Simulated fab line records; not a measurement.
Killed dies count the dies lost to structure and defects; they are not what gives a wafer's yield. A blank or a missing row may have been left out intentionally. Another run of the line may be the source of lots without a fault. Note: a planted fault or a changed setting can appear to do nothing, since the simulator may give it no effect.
Which of the tools did it? + flow gf180mcu + 18 wafers from 6 lots sampled at 3 of the route's 602 steps

== WHAT EACH GAUGE READ, for each wafer ==
GF_PSD_OVL_MEAS_08.
| lot  | measured     | on         | PSD_OVL (nm)      |
|------|--------------|------------|-------------------|
| L623 | day 14 12:23 | overlay-01 | 2.5 2.4 1.4       |
| L625 | day 15 01:28 | overlay-01 | 1.4 -0.9 0.2      |
| L628 | day 16 11:22 | overlay-01 | -0.5 -0.5 0.6     |
| L632 | day 17 17:47 | overlay-01 | -82.6 -82.8 -84.0 |
| L637 | day 19 19:22 | overlay-01 | 1.1 0.9 1.2       |
| L641 | day 20 21:05 | overlay-01 | -0.2 -2.0 -2.7    |

== EACH LOT AND THE TOOL THAT RAN IT (in order: tool; ch and the chambers of the sampled wafers; start) ==
| lot  | GF_POLY_GATE_ETCH_12               | GF_PSD_EXPOSE_04                    |
|------|------------------------------------|-------------------------------------|
| L623 | rie-diel-01 ch 0,1,2, day 9 11:34  | iline-stepper-02 ch 0, day 14 01:57 |
| L625 | rie-diel-02 ch 1,2, day 9 23:42    | iline-stepper-02 ch 0, day 14 15:43 |
| L628 | rie-diel-02 ch 1,2,3, day 11 00:10 | iline-stepper-02 ch 0, day 16 00:19 |
| L632 | rie-diel-04 ch 1,2,3, day 12 01:55 | iline-stepper-02 ch 0, day 17 06:16 |
| L637 | rie-diel-01 ch 0,1,3, day 13 18:27 | iline-stepper-01 ch 0, day 19 06:56 |
| L641 | rie-diel-02 ch 0,1,3, day 14 18:46 | iline-stepper-01 ch 0, day 20 08:53 |
- GF_POLY_GATE_ETCH_12: etches BARC in N2/H2.
- GF_PSD_EXPOSE_04: exposes mask Pplus, target cd 400 nm.

== THE ANSWER, worked out from the rows above alone ==
Rule: what is usual is taken from the lots themselves. Put in order of their means at a reading, lots are off if they are a third of the lots or fewer, leave a main group of 4 or more, and stand apart from it by a gap of 3 or more times the standard deviation of the main group's means; of several such gaps the widest counts. A main group whose means are all the same, to the digits that the tables above print for the reading, isn't used. Also off: a lot with no number at a reading for which 4 or more lots have one. Where the step has rows for the other lots, those lots are counted as sound.
Off: at GF_PSD_OVL_MEAS_08 (PSD_OVL), L632. For the main group the mean is 0.3 nm and the standard deviation 1.2.
If a tool, at a process step before that reading, ran all the lots that are off and no sound lot after the first of them, it fits. The gauges at GF_PSD_OVL_MEAS_08 are tried like those tools. This does not decide it: 2 tools fit, namely rie-diel-04 at GF_POLY_GATE_ETCH_12 and iline-stepper-02 at GF_PSD_EXPOSE_04.

== WHAT THE SIMULATOR HAD INSERTED ==
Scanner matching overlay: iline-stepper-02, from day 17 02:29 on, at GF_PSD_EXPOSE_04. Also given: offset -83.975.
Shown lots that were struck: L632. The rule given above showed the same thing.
